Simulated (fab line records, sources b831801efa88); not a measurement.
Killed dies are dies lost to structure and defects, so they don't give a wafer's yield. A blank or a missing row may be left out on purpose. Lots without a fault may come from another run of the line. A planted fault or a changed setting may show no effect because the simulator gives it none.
A struck lot beside a sound one | flow sky130 | 16 steps out of a route of 708
Sound: wafers L987.1, L987.3, L987.5. Struck: wafers L995.2, L995.3, L995.5. The cause comes at the end.
At each step with rows: each side's tool, then ch and its chambers, then its first start. Under that, the readings that differ: sound wafers | struck wafers | difference of the means | sigmas: that difference in standard deviations of wafers without a fault.
alike: readings whose means differ by less than 2 such deviations, and words and numbers that are the same on both sides. not compared: withheld readings, readings that some wafer has no value for, bounds like >300 that may hide the same value, and numbers for which the record gives no deviation and whose values overlap.
The two part at a step that has a row with sigmas, a row that says differs or no value, or rows on one side only. Numbers that don't overlap but have no deviation are shown without sigmas and don't part them. A reading that every wafer of one side lacks parts them only if that side has two wafers or more.

SKY_METAL2_THK_MEAS_06: measures by xrf.
  sound on film_metro-03, day 34 08:23; struck on film_metro-03, day 36 14:32
  alike: METAL2_ALCU_THK
then, 8 steps without rows for these wafers: SKY_METAL2_DEHYDRATE_07 (time 60 s); SKY_METAL2_HMDS_08 (prime time 60 s); SKY_METAL2_COAT_09 (resist thk 60 nm); SKY_METAL2_COAT_10 (resist thk 450 nm); SKY_METAL2_SOFTBAKE_11 (time 90 s); SKY_METAL2_EXPOSE_12 (exposes mask MM2, target cd 140 nm); SKY_METAL2_PEB_13; SKY_METAL2_DEVELOP_14 (develop time 60 s).
SKY_METAL2_CD_MEAS_15: target cd 140 nm.
  sound on cd_sem-01, day 35 10:25; struck on cd_sem-01, day 37 16:56
  alike: cd_nm
SKY_METAL2_OVL_MEAS_16:
  sound on overlay-02, day 35 10:32; struck on overlay-02, day 37 17:02
  alike: METAL2_OVL
SKY_METAL2_DESCUM_17: chemistry O2, time 8 s.
  sound on rie_metal-04 ch 1, day 35 10:34; struck on rie_metal-03 ch 1, day 37 17:04
  reading                     | sound       | struck      | difference | sigmas
  drypump_motor_current_A (A) | 6.6 6.6 6.6 | 5.4 5.4 5.4 | -1.2       | -3
  alike: oes_product_au, rf_fwd_power_W
  not compared: rf_hours_counter_h
SKY_METAL2_ETCH_18: etches BARC in N2/H2, stops on SiO2, time 45.9 s, target depth 60 nm.
  sound on rie_metal-04 ch 1, day 35 10:36; struck on rie_metal-03 ch 1, day 37 17:06
  reading                                       | sound             | struck            | difference | sigmas
  drypump_motor_current_A (A)                   | 6.6 6.6 6.6       | 5.4 5.4 5.4       | -1.2       | -3
  n2_flow_sccm (sccm)                           | 100.0 100.1 99.8  | 100.8 100.8 100.7 | +0.8       | +3
  rf_fwd_power_W (W)                            | 497.0 497.7 497.6 | 412.7 411.5 413.1 | -85.0      | -31
  model.KrF-thick_of_METAL2_COAT_10.thk_nm (nm) | 391.5 391.5 394.9 | 400.8 401 399.3   | +7.7       |
  alike: oes_product_au, throttle_valve_pct
  not compared: rf_hours_counter_h
SKY_METAL2_METAL_ETCH_19: etches the open film in Cl2/BCl3, stops on SiO2, target depth 360 nm, time 78 s.
  sound on rie_metal-04 ch 1, day 35 10:40; struck on rie_metal-03 ch 1, day 37 17:10
  reading                                       | sound             | struck            | difference | sigmas
  drypump_motor_current_A (A)                   | 6.6 6.6 6.6       | 5.4 5.4 5.4       | -1.2       | -3
  model.KrF-thick_of_METAL2_COAT_10.thk_nm (nm) | 155.8 154.8 161.2 | 164.7 167.3 167.2 | +9.1       |
  alike: oes_product_au, rf_fwd_power_W, throttle_valve_pct
  not compared: rf_hours_counter_h
SKY_METAL2_STRIP_20: strips in O2/N2.
  sound on plasma_asher-01 ch 0,1, day 35 10:45; struck on plasma_asher-02 ch 0,1, day 37 17:15
  reading                      | sound          | struck         | difference | sigmas
  strip_time_to_endpoint_s (s) | 2.65 2.64 2.73 | 2.76 2.79 2.78 | +0.10      | +3
  alike: drypump_motor_current_A, n2_flow_sccm, o2_flow_sccm, oes_product_au
  not compared: rf_hours_counter_h
then, 1 step without rows for these wafers: SKY_PAD_OPEN_PROBE_99.

WHERE THEY PART
First at SKY_METAL2_DESCUM_17; last, within this record, at SKY_METAL2_STRIP_20.

WHY: what the simulator had put in
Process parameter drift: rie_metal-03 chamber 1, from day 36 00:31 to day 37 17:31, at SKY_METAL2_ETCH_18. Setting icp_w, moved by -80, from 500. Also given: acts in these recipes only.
